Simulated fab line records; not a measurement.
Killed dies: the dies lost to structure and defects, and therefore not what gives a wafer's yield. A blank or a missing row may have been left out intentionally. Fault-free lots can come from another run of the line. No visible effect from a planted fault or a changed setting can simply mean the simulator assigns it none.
The tool behind it: which one? + flow sky130 + 36 wafers from 12 lots sampled at 2 of the route's 708 steps

== WHAT THE GAUGES SHOWED, per wafer ==
SKY_CAPM_THK_MEAS_04: measures by xrf.
| lot  | measured     | on            | CAPM_TIN_THK (nm) |
|------|--------------|---------------|-------------------|
| L674 | day 37 10:21 | film-metro-01 | 202.6 202.7 202.7 |
| L675 | day 37 13:38 | film-metro-01 | 204.3 206.9 205.6 |
| L677 | day 37 13:18 | film-metro-01 | 200.8 200.8 201.8 |
| L678 | day 37 11:25 | film-metro-03 | 201.5 200.6 199.1 |
| L679 | day 37 13:58 | film-metro-03 | 206.2 207.8 204.6 |
| L680 | day 37 16:46 | film-metro-01 | 202.6 201.1 204.4 |
| L681 | day 38 18:40 | film-metro-03 | 199.9 198.8 198.1 |
| L682 | day 38 19:22 | film-metro-03 | 200.4 202.3 200.1 |
| L683 | day 39 01:31 | film-metro-01 | 206.7 206.4 206.5 |
| L684 | day 43 14:20 | film-metro-04 | 200.2 201.7 199.6 |
| L687 | day 43 13:35 | film-metro-03 | 201.8 200.4 200.4 |
| L694 | day 43 15:19 | film-metro-01 | 201.1 203.5 202.1 |

== WHAT TOOL EACH LOT RAN ON (gives the tool, then ch and the chambers of the sampled wafers, and finally the start) ==
| lot  | SKY_FIELD_ISO_CVD_03       |
|------|----------------------------|
| L674 | lpcvd-02 ch 0, day 1 16:41 |
| L675 | lpcvd-02 ch 0, day 1 22:28 |
| L677 | lpcvd-02 ch 1, day 2 07:55 |
| L678 | lpcvd-02 ch 0, day 2 13:10 |
| L679 | lpcvd-02 ch 1, day 2 20:33 |
| L680 | lpcvd-02 ch 1, day 2 23:34 |
| L681 | lpcvd-02 ch 0, day 3 03:47 |
| L682 | lpcvd-02 ch 1, day 3 09:34 |
| L683 | lpcvd-02 ch 0, day 3 13:41 |
| L684 | lpcvd-02 ch 0, day 3 21:55 |
| L687 | lpcvd-02 ch 0, day 4 12:33 |
| L694 | lpcvd-02 ch 1, day 5 23:20 |
- SKY_FIELD_ISO_CVD_03: deposits Si3N4 from DCS/NH3, target thk 165 nm, time 2830 s.

== AS READ BY THE TOOLS THEMSELVES (means over the sampled wafers that have a number; for cases with no such wafer, the mark the record gives instead) ==
SKY_FIELD_ISO_CVD_03.
| lot  | tool     | zone-power-lower-pct (%) | zone-power-top-pct (%) |
|------|----------|--------------------------|------------------------|
| L674 | lpcvd-02 | 12.86                    | 29.9                   |
| L675 | lpcvd-02 | 12.86                    | 30.2                   |
| L677 | lpcvd-02 | 12.76                    | 28.1                   |
| L678 | lpcvd-02 | 12.81                    | 30.4                   |
| L679 | lpcvd-02 | 12.77                    | 28.4                   |
| L680 | lpcvd-02 | 12.60                    | 28.4                   |
| L681 | lpcvd-02 | 12.88                    | 30.3                   |
| L682 | lpcvd-02 | 12.70                    | 28.2                   |
| L683 | lpcvd-02 | 12.98                    | 30.4                   |
| L684 | lpcvd-02 | 12.93                    | 30.2                   |
| L687 | lpcvd-02 | 12.79                    | 30.3                   |
| L694 | lpcvd-02 | 12.75                    | 28.5                   |

== THE ANSWER, worked out from the rows above alone ==
Rule: the lots themselves supply what counts as usual. The widest of any qualifying gaps counts: lots, ordered by their means at a reading, are off when they make up no more than a third of the lots, leave a main group of 4 or more, and stand apart from it by 3 or more times the standard deviation of that group's means. A main group is skipped when, at the precision printed for the reading in the tables above, its means are all equal. A lot without any number at a reading at which 4 lots or more have one is off too. All remaining lots with rows at the step are treated as sound. The gauges are gone through in route order, then the tools' own readings, and for those a lot's mean is taken as printed above. At the first step where some lot is off, the reading lying furthest off is the one used; lots without a number count as furthest.
None of the lots is off at any reading shown; this tells nothing.

== WHAT THE SIMULATOR HAD INSERTED ==
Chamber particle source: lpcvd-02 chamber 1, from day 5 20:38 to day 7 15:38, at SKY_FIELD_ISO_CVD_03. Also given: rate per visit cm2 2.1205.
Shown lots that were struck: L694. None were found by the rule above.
